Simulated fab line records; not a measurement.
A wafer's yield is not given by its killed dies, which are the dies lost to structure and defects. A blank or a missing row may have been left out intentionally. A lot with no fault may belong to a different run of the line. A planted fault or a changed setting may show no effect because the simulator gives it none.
Which of the tools did it? -- flow gf180mcu -- 15 lots with 45 wafers sampled at 4 steps, on a route of 602 steps

== WHAT THE GAUGES SHOWED, per wafer ==
Not one reading of a measure or inspect step in the record can be checked against a usual standard deviation.

== TOOL THAT RAN EACH LOT (tool first, then ch and the chambers of the sampled wafers, then the start) ==
lot,GF_MIM_SPUTTER_03,GF_MIM_SPUTTER_04,GF_MIM_SPUTTER_07,GF_MIM_SPUTTER_09
L985,"pvd-sputter-03, day 24 10:10","pvd-sputter-03, day 24 10:11","pvd-sputter-01, day 24 10:19","pvd-sputter-01, day 24 10:23"
L987,"pvd-sputter-02, day 24 22:49","pvd-sputter-02, day 24 22:50","pvd-sputter-03, day 24 22:58","pvd-sputter-03, day 24 23:02"
L989,"pvd-sputter-02, day 26 00:33","pvd-sputter-02, day 26 00:34","pvd-sputter-01, day 26 00:42","pvd-sputter-01, day 26 00:46"
L990,"pvd-sputter-03, day 26 01:05","pvd-sputter-03, day 26 01:06","pvd-sputter-02, day 26 01:14","pvd-sputter-02, day 26 01:18"
L991,"pvd-sputter-02, day 26 09:38","pvd-sputter-02, day 26 09:40","pvd-sputter-03, day 26 09:48","pvd-sputter-03, day 26 09:52"
L992,"pvd-sputter-01, day 26 19:37","pvd-sputter-01, day 26 19:38","pvd-sputter-03, day 26 19:46","pvd-sputter-03, day 26 19:50"
L997,"pvd-sputter-03, day 28 11:25","pvd-sputter-03, day 28 11:26","pvd-sputter-03, day 28 11:35","pvd-sputter-03, day 28 11:38"
L998,"pvd-sputter-02, day 28 16:59","pvd-sputter-02, day 28 17:00","pvd-sputter-02, day 28 17:08","pvd-sputter-02, day 28 17:12"
L999,"pvd-sputter-03, day 29 01:33","pvd-sputter-03, day 29 01:34","pvd-sputter-02, day 29 01:43","pvd-sputter-02, day 29 01:46"
L101,"pvd-sputter-03, day 29 18:01","pvd-sputter-03, day 29 18:02","pvd-sputter-02, day 29 18:10","pvd-sputter-02, day 29 18:14"
L103,"pvd-sputter-02, day 30 03:39","pvd-sputter-02, day 30 03:40","pvd-sputter-02, day 30 03:52","pvd-sputter-02, day 30 03:56"
L104,"pvd-sputter-03, day 30 08:12","pvd-sputter-03, day 30 08:13","pvd-sputter-01, day 30 08:22","pvd-sputter-01, day 30 08:25"
L106,"pvd-sputter-01, day 30 19:44","pvd-sputter-01, day 30 19:45","pvd-sputter-02, day 30 19:53","pvd-sputter-02, day 30 19:57"
L107,"pvd-sputter-02, day 31 01:32","pvd-sputter-02, day 31 01:33","pvd-sputter-03, day 31 01:41","pvd-sputter-03, day 31 01:45"
L108,"pvd-sputter-02, day 31 07:07","pvd-sputter-02, day 31 07:08","pvd-sputter-03, day 31 07:16","pvd-sputter-03, day 31 07:20"
- GF_MIM_SPUTTER_03: material Ti, target thk 10 nm, time 6.7 s.
- GF_MIM_SPUTTER_04: material TiN, target thk 50 nm, time 41.7 s.
- GF_MIM_SPUTTER_07: material TiN, target thk 60 nm, time 50 s.
- GF_MIM_SPUTTER_09: material TiN, target thk 35 nm, time 29.2 s.

== WHAT THE TOOLS THEMSELVES READ (means of the sampled wafers that have a number; where no wafer has one, the mark that the record gives instead) ==
GF_MIM_SPUTTER_03.
lot,tool,cathode-dc-power-W (W),chamber-pressure-pa (Pa),throttle-valve-pct (%)
L985,pvd-sputter-03,3000.2,0.3001,30.2
L987,pvd-sputter-02,3000.3,0.2995,29.8
L989,pvd-sputter-02,2999.8,0.3002,29.7
L990,pvd-sputter-03,2999.9,0.2997,30.6
L991,pvd-sputter-02,3000.1,0.2999,31.3
L992,pvd-sputter-01,2999.9,0.2991,30.2
L997,pvd-sputter-03,-,-,-
L998,pvd-sputter-02,-,-,-
L999,pvd-sputter-03,-,-,-
L101,pvd-sputter-03,3000.1,0.2998,30.1
L103,pvd-sputter-02,3000.0,0.2998,29.9
L104,pvd-sputter-03,3000.2,0.2995,30.5
L106,pvd-sputter-01,2999.9,0.3004,30.1
L107,pvd-sputter-02,3000.0,0.3004,29.7
L108,pvd-sputter-02,3000.6,0.3004,29.9

GF_MIM_SPUTTER_04.
lot,tool,cathode-dc-power-W (W),chamber-pressure-pa (Pa),throttle-valve-pct (%)
L985,pvd-sputter-03,6500.0,0.3994,30.1
L987,pvd-sputter-02,6498.9,0.4000,29.7
L989,pvd-sputter-02,6498.8,0.3994,29.8
L990,pvd-sputter-03,6499.4,0.3996,30.9
L991,pvd-sputter-02,6500.0,0.3992,31.2
L992,pvd-sputter-01,6499.7,0.3997,30.2
L997,pvd-sputter-03,6499.4,0.4002,30.5
L998,pvd-sputter-02,6500.0,0.3999,30.0
L999,pvd-sputter-03,6499.6,0.3992,30.1
L101,pvd-sputter-03,6501.0,0.3998,30.1
L103,pvd-sputter-02,6500.5,0.3999,29.9
L104,pvd-sputter-03,6500.4,0.4004,30.4
L106,pvd-sputter-01,6500.4,0.3995,30.1
L107,pvd-sputter-02,6500.1,0.4002,29.7
L108,pvd-sputter-02,6498.7,0.4001,30.0

GF_MIM_SPUTTER_07.
lot,tool,cathode-dc-power-W (W),chamber-pressure-pa (Pa),throttle-valve-pct (%)
L985,pvd-sputter-01,6500.8,0.3998,30.1
L987,pvd-sputter-03,6500.2,0.4003,30.6
L989,pvd-sputter-01,6499.5,0.4004,30.2
L990,pvd-sputter-02,6499.1,0.3996,30.9
L991,pvd-sputter-03,6499.9,0.4001,30.5
L992,pvd-sputter-03,6499.4,0.3997,30.2
L997,pvd-sputter-03,6500.2,0.4001,30.4
L998,pvd-sputter-02,6500.0,0.4001,31.4
L999,pvd-sputter-02,6500.1,0.3997,30.4
L101,pvd-sputter-02,6499.7,0.4002,31.0
L103,pvd-sputter-02,6500.2,0.4006,30.2
L104,pvd-sputter-01,6500.2,0.4008,30.8
L106,pvd-sputter-02,6499.8,0.4011,29.1
L107,pvd-sputter-03,6501.3,0.4013,30.4
L108,pvd-sputter-03,6499.8,0.3996,30.2

GF_MIM_SPUTTER_09.
lot,tool,cathode-dc-power-W (W),chamber-pressure-pa (Pa),throttle-valve-pct (%)
L985,pvd-sputter-01,6500.9,0.3995,30.0
L987,pvd-sputter-03,6500.5,0.3996,30.5
L989,pvd-sputter-01,6498.8,0.4003,30.1
L990,pvd-sputter-02,6499.1,0.3997,30.9
L991,pvd-sputter-03,6499.4,0.3995,30.3
L992,pvd-sputter-03,6500.2,0.4001,30.2
L997,pvd-sputter-03,6501.1,0.4003,30.5
L998,pvd-sputter-02,6499.9,0.3997,31.4
L999,pvd-sputter-02,6500.0,0.4001,30.2
L101,pvd-sputter-02,6499.1,0.3999,31.0
L103,pvd-sputter-02,6501.3,0.3998,30.4
L104,pvd-sputter-01,6500.8,0.4007,30.7
L106,pvd-sputter-02,6500.9,0.3997,29.1
L107,pvd-sputter-03,6500.6,0.4002,30.3
L108,pvd-sputter-03,6500.5,0.3998,30.0

== THE ANSWER, worked out from the rows above alone ==
Rule: what is usual is taken from the lots themselves. The widest of any qualifying gaps counts: lots, ordered by their means at a reading, are off when they make up no more than a third of the lots, leave a main group of 4 or more, and stand apart from it by 3 or more times the standard deviation of that group's means. A main group whose means are all the same, to the digits that the tables above print for the reading, isn't used. Also off: a lot with no number at a reading for which 4 or more lots have one. Where the step has rows for the other lots, those lots are counted as sound. After the gauges, taken in route order, come the tools' own readings; for these a lot's mean is taken, as printed above. At the first step where some lot is off, the reading lying furthest off is the one used; lots without a number count as furthest.
Off at GF_MIM_SPUTTER_03 (cathode-dc-power-W): L997, L998, L999. Without a number there: L997, L998, L999. Mean 3000.1 W and standard deviation 0.21 in the main group.
If a tool, at that step or one of the process steps before it, ran each lot that is off and ran no sound lot following the first of them, it fits. Not one of the candidates tried fits.

== WHAT WAS PUT IN BY THE SIMULATOR ==
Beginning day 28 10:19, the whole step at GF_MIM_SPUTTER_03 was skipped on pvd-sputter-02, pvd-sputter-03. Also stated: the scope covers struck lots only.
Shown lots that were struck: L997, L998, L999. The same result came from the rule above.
